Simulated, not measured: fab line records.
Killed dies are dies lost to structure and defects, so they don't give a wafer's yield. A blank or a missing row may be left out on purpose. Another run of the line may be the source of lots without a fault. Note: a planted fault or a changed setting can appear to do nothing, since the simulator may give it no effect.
fab line records	flow sky130	part 1 of 2: steps 1 to 30 of 41
record lots=5	wafers=15	last-day=48
route steps=708 shown NWELL@74 PWDE@84 VT_ADJUST_HVTP@85 VT_ADJUST_LVTN@97
lots that met no fault: taken from a fault-free run of the same line
start-h: hours from the record's first day to the start of the lot's first wafer shown	wait-h: hours elapsed since this lot's preceding step	" unchanged from the row above	L1.1+2: several wafers, shown together as one row	- no value, or no start given	* or withheld: withheld	< > ~ a bound
route shown NAME@n: NAME is a module with steps in the file, n the number in the route of the first one	usual: mean/standard deviation of fault-free wafers	same: alike in all rows	chamber/n: place in a boat	sites: readings site by site	_std_site: standard deviation of those values	_edge_site: the outer-site mean with the inner-site mean subtracted	radius-mm: how far each site lies from the wafer's centre	mask NAME#n: copy n	behind: the last tool/chamber to shape the wafer	hold: cause of the lot's hold/its duration in hours/its outcome	device: names the non-switching transistor (n, p or np)	end of line: at the end of the route, the tests of the same wafers	a step without rows: its recipe alone	killed: dies that structure and defects cost at the first sort, which is not the same as the wafer's yield	map: per-die view of a wafer (x killed, . not killed, _ where there is no die)
set.NAME: setting as actually run; set.NAME@STEP: the setting as run at that earlier step	model.NAME: the simulator's own value behind a step, which no gauge read
a table for each step, a row for each wafer; lots at some steps of the route
services: from which hour (start-h, from the record's first day; less than 0 if before it) a tool's chamber was out of use, for how many hours, and why
## steps
# step SKY_NWELL_PEB_21
# recipe temp-c=115	time-s=withheld
lot.wafer	tool	chamber	start-h	wait-h
L075.1+3+6	litho-track-01	0	-	-
L078.1+3+6	litho-track-03	0	-	-
L083.1+3+5	litho-track-02	0	-	-
L085.1+3+6	litho-track-01	0	-	-
L086.1+4+5	litho-track-02	0	-	-
# step SKY_NWELL_DEVELOP_22
# recipe wall-angle-deg=90	developer=TMAH	develop-time-s=59.13	dev-temp-c=23
lot.wafer	tool	chamber	start-h	wait-h
L075.1+3+6	litho-track-01	0	-	-
L078.1+3+6	litho-track-03	0	-	-
L083.1+3+5	litho-track-02	0	-	-
L085.1+3+6	litho-track-01	0	-	-
L086.1+4+5	litho-track-02	0	-	-
# step SKY_NWELL_OVL_MEAS_23
# usual NWELL_01_OVL=0.9/1.5
lot.wafer	tool	chamber	start-h	wait-h	NWELL_01_OVL[nm]
L075.1	overlay-01	-	126.98	-	2.4
L075.3	"	-	"	"	1.8
L075.6	"	-	"	"	2.9
L078.1	overlay-01	-	142.68	-	-1.1
L078.3	"	-	"	"	-0.3
L078.6	"	-	"	"	-0.2
L083.1	overlay-01	-	161.82	-	0.9
L083.3	"	-	"	"	0.6
L083.5	"	-	"	"	-0.6
L085.1	overlay-01	-	170.43	-	2.9
L085.3	"	-	"	"	1.5
L085.6	"	-	"	"	2.1
L086.1	overlay-01	-	175.67	-	1.6
L086.4	"	-	"	"	-0.7
L086.5	"	-	"	"	0.3
# step SKY_NWELL_IMPLANT_24
# recipe species=B	energy-kev=140	dose-cm2=9.2e+12	tilt-deg=withheld
# usual faraday-current-uA=52.0/1.1
lot.wafer	tool	chamber	start-h	wait-h	faraday-current-uA
L075.1	implanter-02	0	127.01	0.0	51.8
L075.3	"	0	"	"	53.6
L075.6	"	0	"	"	53.9
L078.1	implanter-01	0	142.77	0.1	51.5
L078.3	"	0	"	"	52.8
L078.6	"	0	"	"	51.8
L083.1	implanter-04	0	161.85	0.0	51.9
L083.3	"	0	"	"	52.6
L083.5	"	0	"	"	51.4
L085.1	implanter-02	0	170.46	0.0	51.9
L085.3	"	0	"	"	52.6
L085.6	"	0	"	"	53.2
L086.1	implanter-02	0	175.70	0.0	52.6
L086.4	"	0	"	"	51.7
L086.5	"	0	"	"	53.2
# step SKY_NWELL_STRIP_25
# recipe chemistry=O2/N2	power-w=1400	pressure-mtorr=1500	platen-temp-c=withheld	o2-flow-sccm=3000	n2-flow-sccm=300	overash-fraction=0.5
# usual drypump-motor-current-A=5.9/0.39	oes-product-au=0.722/0.005	strip-time-to-endpoint-s=36.87/0.088
# same overash-fraction=0.5
lot.wafer	tool	chamber	start-h	wait-h	drypump-motor-current-A	oes-product-au	rf-hours-counter-h	strip-time-to-endpoint-s
L075.1	plasma-asher-01	0	127.16	0.1	6.3	0.726	44	36.96
L075.3	"	1	"	"	6.1	0.728	-	36.80
L075.6	"	1	"	"	6.1	0.723	-	36.84
L078.1	plasma-asher-04	0	142.92	0.1	5.4	0.721	44	36.85
L078.3	"	1	"	"	5.8	0.726	-	36.87
L078.6	"	0	"	"	5.4	0.717	-	36.83
L083.1	plasma-asher-04	0	162.00	0.1	5.4	0.729	46	36.98
L083.3	"	1	"	"	5.8	0.733	-	36.86
L083.5	"	1	"	"	5.8	0.732	-	36.90
L085.1	plasma-asher-04	1	170.61	0.1	5.8	0.727	47	36.78
L085.3	"	0	"	"	5.4	0.720	-	36.89
L085.6	"	1	"	"	5.8	0.721	-	36.77
L086.1	plasma-asher-03	1	175.85	0.1	5.3	0.726	6	36.93
L086.4	"	0	"	"	6.2	0.728	-	37.01
L086.5	"	1	"	"	5.3	0.715	-	36.95
# step SKY_NWELL_TW_MEAS_26
# usual NWELL_2_TW=497/4.3
lot.wafer	tool	chamber	start-h	wait-h	NWELL_2_TW
L075.1	film-metro-04	-	127.26	0.1	499
L075.3	"	-	"	"	502
L075.6	"	-	"	"	502
L078.1	film-metro-03	-	143.02	0.1	503
L078.3	"	-	"	"	501
L078.6	"	-	"	"	498
L083.1	film-metro-03	-	162.10	0.1	501
L083.3	"	-	"	"	502
L083.5	"	-	"	"	500
L085.1	film-metro-04	-	170.71	0.1	496
L085.3	"	-	"	"	497
L085.6	"	-	"	"	498
L086.1	film-metro-04	-	175.95	0.1	496
L086.4	"	-	"	"	499
L086.5	"	-	"	"	495
# step SKY_NWELL_CLEAN_27
# recipe chemistry=SC1/SC2	mix=1:4:20	temp-c=70	time-s=150	dry=n2-spin
lot.wafer	tool	chamber	start-h	wait-h
L075.1+3+6	wet-bench-01	1	127.32	0.1
L078.1+3+6	wet-bench-01	2	143.08	0.1
L083.1+3+5	wet-bench-01	0	162.16	0.1
L085.1+3+6	wet-bench-02	3	170.77	0.1
L086.1+4+5	wet-bench-03	1	176.01	0.1
# step SKY_NWELL_RTA_28
# recipe temp-c=1050	time-s=30	idle-temp-c=650	ramp-up-c-per-s=150	ramp-down-c-per-s=90	ambient=N2
# usual lamp-power-pct=25.31/0.052	wafer_temp_C_max=1054.7/0.84
lot.wafer	tool	chamber	start-h	wait-h	lamp-power-pct	wafer_temp_C_max
L075.1	rtp-anneal-01	0	127.37	0.0	25.28	1054.1
L075.3	"	0	"	"	25.31	1055.7
L075.6	"	0	"	"	25.26	1054.0
L078.1	rtp-anneal-01	0	143.14	0.0	25.33	1053.0
L078.3	"	0	"	"	25.32	1053.6
L078.6	"	0	"	"	25.42	1054.2
L083.1	rtp-anneal-02	0	162.21	0.0	25.22	1055.0
L083.3	"	0	"	"	25.36	1054.4
L083.5	"	0	"	"	25.28	1053.7
L085.1	rtp-anneal-01	0	170.82	0.0	25.34	1053.4
L085.3	"	0	"	"	25.29	1054.0
L085.6	"	0	"	"	25.22	1055.7
L086.1	rtp-anneal-02	0	176.06	0.0	25.40	1056.3
L086.4	"	0	"	"	25.30	1054.4
L086.5	"	0	"	"	25.32	1054.4
# step SKY_NWELL_RS_MEAS_29
# recipe thk-meas-gauge=four-point-probe
# usual NWELL_RS=624.2/1.5
lot.wafer	tool	chamber	start-h	wait-h	NWELL_RS[ohm/sq]
L075.1	film-metro-04	-	127.47	0.1	623.3
L075.3	"	-	"	"	624.9
L075.6	"	-	"	"	625.3
L078.1	film-metro-04	-	143.24	0.1	624.3
L078.3	"	-	"	"	625.0
L078.6	"	-	"	"	625.3
L083.1	film-metro-01	-	162.31	0.1	625.2
L083.3	"	-	"	"	623.9
L083.5	"	-	"	"	624.5
L085.1	film-metro-01	-	170.92	0.1	623.6
L085.3	"	-	"	"	623.6
L085.6	"	-	"	"	621.8
L086.1	film-metro-01	-	176.16	0.1	622.8
L086.4	"	-	"	"	623.9
L086.5	"	-	"	"	623.4
# step SKY_NWELL_RS_MEAS_31
# recipe thk-meas-gauge=four-point-probe
# usual PWDE_RS=5271/16
lot.wafer	tool	chamber	start-h	wait-h	PWDE_RS[ohm/sq]
L075.1	film-metro-04	-	127.71	0.1	5242
L075.3	"	-	"	"	5238
L075.6	"	-	"	"	5246
L078.1	film-metro-04	-	143.48	0.1	5298
L078.3	"	-	"	"	5296
L078.6	"	-	"	"	5282
L083.1	film-metro-01	-	162.55	0.1	5272
L083.3	"	-	"	"	5273
L083.5	"	-	"	"	5259
L085.1	film-metro-01	-	171.16	0.1	5294
L085.3	"	-	"	"	5285
L085.6	"	-	"	"	5271
L086.1	film-metro-01	-	176.40	0.1	5265
L086.4	"	-	"	"	5267
L086.5	"	-	"	"	5276
# step SKY_VT_ADJUST_HVTP_DEHYDRATE_00
# recipe temp-c=200	time-s=60
lot.wafer	tool	chamber	start-h	wait-h
L075.1+3+6	litho-track-04	0	136.19	8.5
L078.1+3+6	litho-track-02	0	152.77	9.3
L083.1+3+5	litho-track-04	0	171.09	8.5
L085.1+3+6	litho-track-02	0	182.17	11.0
L086.1+4+5	litho-track-02	0	186.67	10.2
# step SKY_VT_ADJUST_HVTP_HMDS_01
# recipe prime-time-s=60	prime-temp-c=120
# usual prime-temp-c=120.02/0.15
lot.wafer	tool	chamber	start-h	wait-h	prime-temp-c
L075.1	litho-track-04	0	136.34	0.1	119.86
L075.3	"	0	"	"	119.89
L075.6	"	0	"	"	119.84
L078.1	litho-track-02	0	152.92	0.1	120.05
L078.3	"	0	"	"	120.05
L078.6	"	0	"	"	120.06
L083.1	litho-track-04	0	171.24	0.1	119.99
L083.3	"	0	"	"	120.08
L083.5	"	0	"	"	119.98
L085.1	litho-track-02	0	182.32	0.1	120.07
L085.3	"	0	"	"	119.96
L085.6	"	0	"	"	119.89
L086.1	litho-track-02	0	186.82	0.1	119.98
L086.4	"	0	"	"	119.92
L086.5	"	0	"	"	120.11
# step SKY_VT_ADJUST_HVTP_COAT_02
# recipe resist=NOVOLAK	spin-rpm=3000	resist-thk-nm=1140
lot.wafer	tool	chamber	start-h	wait-h
L075.1+3+6	litho-track-04	0	136.49	0.1
L078.1+3+6	litho-track-02	0	153.07	0.1
L083.1+3+5	litho-track-04	0	171.39	0.1
L085.1+3+6	litho-track-02	0	182.47	0.1
L086.1+4+5	litho-track-02	0	186.97	0.1
# step SKY_VT_ADJUST_HVTP_SOFTBAKE_03
# recipe temp-c=90	time-s=60	resist=NOVOLAK
lot.wafer	tool	chamber	start-h	wait-h
L075.1+3+6	litho-track-04	0	136.64	0.1
L078.1+3+6	litho-track-02	0	153.22	0.1
L083.1+3+5	litho-track-04	0	171.54	0.1
L085.1+3+6	litho-track-02	0	182.62	0.1
L086.1+4+5	litho-track-02	0	187.12	0.1
# step SKY_VT_ADJUST_HVTP_EXPOSE_04
# recipe mask-id=HVTPM	na=0.6	source-shape=conventional	sigma-outer=0.6	polarization=unpolarized	target-cd-nm=380	dose-mj=140
# usual exposure-dose-mJ-cm2=139.93/0.14
lot.wafer	tool	chamber	start-h	wait-h	mask	exposure-dose-mJ-cm2
L075.1	iline-stepper-02	0	-	-	HVTPM#0	139.99
L075.3	"	0	"	"	HVTPM#0	139.96
L075.6	"	0	"	"	HVTPM#0	140.03
L078.1	iline-stepper-02	0	-	-	HVTPM#0	139.85
L078.3	"	0	"	"	HVTPM#0	139.78
L078.6	"	0	"	"	HVTPM#0	139.77
L083.1	iline-stepper-01	0	-	-	HVTPM#0	140.14
L083.3	"	0	"	"	HVTPM#0	140.28
L083.5	"	0	"	"	HVTPM#0	140.20
L085.1	iline-stepper-02	0	-	-	HVTPM#0	139.65
L085.3	"	0	"	"	HVTPM#0	139.96
L085.6	"	0	"	"	HVTPM#0	139.89
L086.1	iline-stepper-01	0	-	-	HVTPM#0	139.85
L086.4	"	0	"	"	HVTPM#0	140.15
L086.5	"	0	"	"	HVTPM#0	140.04
# step SKY_VT_ADJUST_HVTP_PEB_05
# recipe temp-c=withheld	time-s=*	resist=NOVOLAK
lot.wafer	tool	chamber	start-h	wait-h
L075.1+3+6	litho-track-02	0	-	-
L078.1+3+6	litho-track-03	0	-	-
L083.1+3+5	litho-track-04	0	-	-
L085.1+3+6	litho-track-03	0	-	-
L086.1+4+5	litho-track-03	0	-	-
# step SKY_VT_ADJUST_HVTP_DEVELOP_06
# recipe resist=NOVOLAK	developer=TMAH	develop-time-s=60	dev-temp-c=23
lot.wafer	tool	chamber	start-h	wait-h
L075.1+3+6	litho-track-02	0	146.17	0.1
L078.1+3+6	litho-track-03	0	163.38	0.1
L083.1+3+5	litho-track-04	0	182.74	0.1
L085.1+3+6	litho-track-03	0	192.33	0.1
L086.1+4+5	litho-track-03	0	197.58	0.1
# step SKY_VT_ADJUST_HVTP_CD_MEAS_07
# recipe target-cd-nm=380
# usual cd-nm=380.4/2.3
lot.wafer	tool	chamber	start-h	wait-h	cd-nm
L075.1	cd-sem-01	-	146.32	0.1	381.7
L075.3	"	-	"	"	382.0
L075.6	"	-	"	"	380.3
L078.1	cd-sem-02	-	163.53	0.1	382.2
L078.3	"	-	"	"	382.0
L078.6	"	-	"	"	381.1
L083.1	cd-sem-02	-	182.89	0.1	379.7
L083.3	"	-	"	"	378.2
L083.5	"	-	"	"	379.5
L085.1	cd-sem-02	-	192.48	0.1	379.6
L085.3	"	-	"	"	378.7
L085.6	"	-	"	"	378.3
L086.1	cd-sem-01	-	197.73	0.1	379.3
L086.4	"	-	"	"	376.3
L086.5	"	-	"	"	378.4
# step SKY_VT_ADJUST_HVTP_OVL_MEAS_08
# usual VT_ADJUST_HVTP_OVL=-0.3/1.6
lot.wafer	tool	chamber	start-h	wait-h	VT_ADJUST_HVTP_OVL[nm]
L075.1	overlay-01	-	146.44	0.1	-0.6
L075.3	"	-	"	"	-0.2
L075.6	"	-	"	"	-1.2
L078.1	overlay-02	-	163.65	0.1	-2.4
L078.3	"	-	"	"	0.9
L078.6	"	-	"	"	-2.0
L083.1	overlay-01	-	183.01	0.1	-0.1
L083.3	"	-	"	"	2.1
L083.5	"	-	"	"	2.9
L085.1	overlay-01	-	192.60	0.1	0.5
L085.3	"	-	"	"	-0.6
L085.6	"	-	"	"	-0.6
L086.1	overlay-02	-	197.85	0.1	0.2
L086.4	"	-	"	"	0.5
L086.5	"	-	"	"	-0.1
# step SKY_VT_ADJUST_HVTP_IMPLANT_09
# recipe species=As	energy-kev=150	dose-cm2=4.3e+12	tilt-deg=withheld
# usual faraday-current-uA=24.2/0.49
lot.wafer	tool	chamber	start-h	wait-h	faraday-current-uA
L075.1	implanter-02	0	146.47	0.0	24.2
L075.3	"	0	"	"	25.0
L075.6	"	0	"	"	23.5
L078.1	implanter-04	0	163.69	0.0	24.6
L078.3	"	0	"	"	24.0
L078.6	"	0	"	"	24.0
L083.1	implanter-04	0	183.04	0.0	24.1
L083.3	"	0	"	"	24.1
L083.5	"	0	"	"	24.4
L085.1	implanter-03	0	192.64	0.0	23.5
L085.3	"	0	"	"	24.3
L085.6	"	0	"	"	24.4
L086.1	implanter-02	0	197.89	0.0	23.7
L086.4	"	0	"	"	24.4
L086.5	"	0	"	"	24.1
# step SKY_VT_ADJUST_HVTP_STRIP_10
# recipe chemistry=O2/N2	power-w=1400	pressure-mtorr=1500	platen-temp-c=withheld	o2-flow-sccm=3000	n2-flow-sccm=300	overash-fraction=0.5
# usual drypump-motor-current-A=5.7/0.52	oes-product-au=0.716/0.0043	strip-time-to-endpoint-s=14.18/0.039
# same overash-fraction=0.5
lot.wafer	tool	chamber	start-h	wait-h	drypump-motor-current-A	oes-product-au	rf-hours-counter-h	strip-time-to-endpoint-s
L075.1	plasma-asher-01	0	146.62	0.1	6.3	0.715	46	14.21
L075.3	"	1	"	"	6.1	0.712	-	14.24
L075.6	"	1	"	"	6.1	0.711	-	14.21
L078.1	plasma-asher-04	1	163.84	0.1	5.8	0.719	46	14.21
L078.3	"	0	"	"	5.4	0.710	-	14.20
L078.6	"	0	"	"	5.4	0.715	-	14.20
L083.1	plasma-asher-01	0	183.19	0.1	6.3	0.713	49	14.17
L083.3	"	1	"	"	6.1	0.715	-	14.22
L083.5	"	0	"	"	6.3	0.719	-	14.27
L085.1	plasma-asher-02	0	192.79	0.1	5.5	0.714	38	14.20
L085.3	"	0	"	"	5.5	0.711	-	14.22
L085.6	"	0	"	"	5.5	0.715	-	14.22
L086.1	plasma-asher-04	0	198.04	0.1	5.4	0.712	50	14.22
L086.4	"	0	"	"	5.4	0.712	-	14.19
L086.5	"	0	"	"	5.4	0.718	-	14.20
# step SKY_VT_ADJUST_HVTP_TW_MEAS_11
# usual VT_ADJUST_HVTP_TW=1358/14
lot.wafer	tool	chamber	start-h	wait-h	VT_ADJUST_HVTP_TW
L075.1	film-metro-04	-	146.72	0.1	1366
L075.3	"	-	"	"	1372
L075.6	"	-	"	"	1373
L078.1	film-metro-03	-	163.94	0.1	1373
L078.3	"	-	"	"	1370
L078.6	"	-	"	"	1362
L083.1	film-metro-02	-	183.29	0.1	1338
L083.3	"	-	"	"	1333
L083.5	"	-	"	"	1333
L085.1	film-metro-02	-	192.89	0.1	1349
L085.3	"	-	"	"	1341
L085.6	"	-	"	"	1343
L086.1	film-metro-02	-	198.14	0.1	1350
L086.4	"	-	"	"	1336
L086.5	"	-	"	"	1348
# step SKY_VT_ADJUST_LVTN_DEHYDRATE_00
# recipe temp-c=200	time-s=60
lot.wafer	tool	chamber	start-h	wait-h
L075.1+3+6	litho-track-01	0	156.08	9.3
L078.1+3+6	litho-track-04	0	173.24	9.3
L083.1+3+5	litho-track-01	0	192.63	9.3
L085.1+3+6	litho-track-01	0	203.48	10.6
L086.1+4+5	litho-track-04	0	208.54	10.4
# step SKY_VT_ADJUST_LVTN_HMDS_01
# recipe prime-time-s=60	prime-temp-c=120
# usual prime-temp-c=120.00/0.13
lot.wafer	tool	chamber	start-h	wait-h	prime-temp-c
L075.1	litho-track-01	0	156.23	0.1	119.87
L075.3	"	0	"	"	119.90
L075.6	"	0	"	"	120.17
L078.1	litho-track-04	0	173.39	0.1	120.08
L078.3	"	0	"	"	119.93
L078.6	"	0	"	"	120.03
L083.1	litho-track-01	0	192.78	0.1	119.92
L083.3	"	0	"	"	119.75
L083.5	"	0	"	"	119.90
L085.1	litho-track-01	0	203.63	0.1	119.94
L085.3	"	0	"	"	119.89
L085.6	"	0	"	"	120.00
L086.1	litho-track-04	0	208.69	0.1	119.94
L086.4	"	0	"	"	119.90
L086.5	"	0	"	"	120.08
# step SKY_VT_ADJUST_LVTN_COAT_02
# recipe spin-rpm=2000	resist-thk-nm=3000
lot.wafer	tool	chamber	start-h	wait-h
L075.1+3+6	litho-track-01	0	156.38	0.1
L078.1+3+6	litho-track-04	0	173.54	0.1
L083.1+3+5	litho-track-01	0	192.93	0.1
L085.1+3+6	litho-track-01	0	203.78	0.1
L086.1+4+5	litho-track-04	0	208.84	0.1
# step SKY_VT_ADJUST_LVTN_SOFTBAKE_03
# recipe temp-c=110	time-s=withheld
lot.wafer	tool	chamber	start-h	wait-h
L075.1+3+6	litho-track-01	0	156.53	0.1
L078.1+3+6	litho-track-04	0	173.69	0.1
L083.1+3+5	litho-track-01	0	193.08	0.1
L085.1+3+6	litho-track-01	0	203.93	0.1
L086.1+4+5	litho-track-04	0	208.99	0.1
# step SKY_VT_ADJUST_LVTN_EXPOSE_04
# recipe mask-id=NWM_COMPLEMENT_LESS_NATIVE	na=0.6	source-shape=conventional	sigma-outer=0.6	polarization=unpolarized	target-cd-nm=840	dose-mj=195.7
# usual exposure-dose-mJ-cm2=195.72/0.17
lot.wafer	tool	chamber	start-h	wait-h	mask	exposure-dose-mJ-cm2
L075.1	iline-stepper-01	0	-	-	NWM_COMPLEMENT_LESS_NATIVE#0	195.66
L075.3	"	0	"	"	NWM_COMPLEMENT_LESS_NATIVE#0	195.67
L075.6	"	0	"	"	NWM_COMPLEMENT_LESS_NATIVE#0	195.57
L078.1	iline-stepper-01	0	-	-	NWM_COMPLEMENT_LESS_NATIVE#0	195.86
L078.3	"	0	"	"	NWM_COMPLEMENT_LESS_NATIVE#0	195.64
L078.6	"	0	"	"	NWM_COMPLEMENT_LESS_NATIVE#0	195.67
L083.1	iline-stepper-02	0	-	-	NWM_COMPLEMENT_LESS_NATIVE#0	195.46
L083.3	"	0	"	"	NWM_COMPLEMENT_LESS_NATIVE#0	195.61
L083.5	"	0	"	"	NWM_COMPLEMENT_LESS_NATIVE#0	195.63
L085.1	iline-stepper-02	0	-	-	NWM_COMPLEMENT_LESS_NATIVE#0	195.68
L085.3	"	0	"	"	NWM_COMPLEMENT_LESS_NATIVE#0	195.54
L085.6	"	0	"	"	NWM_COMPLEMENT_LESS_NATIVE#0	195.45
L086.1	iline-stepper-02	0	-	-	NWM_COMPLEMENT_LESS_NATIVE#0	195.63
L086.4	"	0	"	"	NWM_COMPLEMENT_LESS_NATIVE#0	195.42
L086.5	"	0	"	"	NWM_COMPLEMENT_LESS_NATIVE#0	195.43
# step SKY_VT_ADJUST_LVTN_PEB_05
# recipe temp-c=115	time-s=withheld
lot.wafer	tool	chamber	start-h	wait-h
L075.1+3+6	litho-track-01	0	-	-
L078.1+3+6	litho-track-03	0	-	-
L083.1+3+5	litho-track-03	0	-	-
L085.1+3+6	litho-track-04	0	-	-
L086.1+4+5	litho-track-04	0	-	-
# step SKY_VT_ADJUST_LVTN_DEVELOP_06
# recipe wall-angle-deg=90	developer=TMAH	develop-time-s=60	dev-temp-c=23
lot.wafer	tool	chamber	start-h	wait-h
L075.1+3+6	litho-track-01	0	-	-
L078.1+3+6	litho-track-03	0	-	-
L083.1+3+5	litho-track-03	0	-	-
L085.1+3+6	litho-track-04	0	-	-
L086.1+4+5	litho-track-04	0	-	-
# step SKY_VT_ADJUST_LVTN_OVL_MEAS_07
# usual VT_ADJUST_LVTN_OVL=-0.1/1.3
lot.wafer	tool	chamber	start-h	wait-h	VT_ADJUST_LVTN_OVL[nm]
L075.1	overlay-01	-	166.93	-	1.4
L075.3	"	-	"	"	0.5
L075.6	"	-	"	"	-0.1
L078.1	overlay-02	-	185.08	-	-0.2
L078.3	"	-	"	"	-0.2
L078.6	"	-	"	"	-1.3
L083.1	overlay-01	-	204.73	-	0.8
L083.3	"	-	"	"	1.5
L083.5	"	-	"	"	1.2
L085.1	overlay-02	-	214.84	-	-0.4
L085.3	"	-	"	"	-0.4
L085.6	"	-	"	"	0.7
L086.1	overlay-01	-	219.84	-	0.9
L086.4	"	-	"	"	-0.1
L086.5	"	-	"	"	0.3
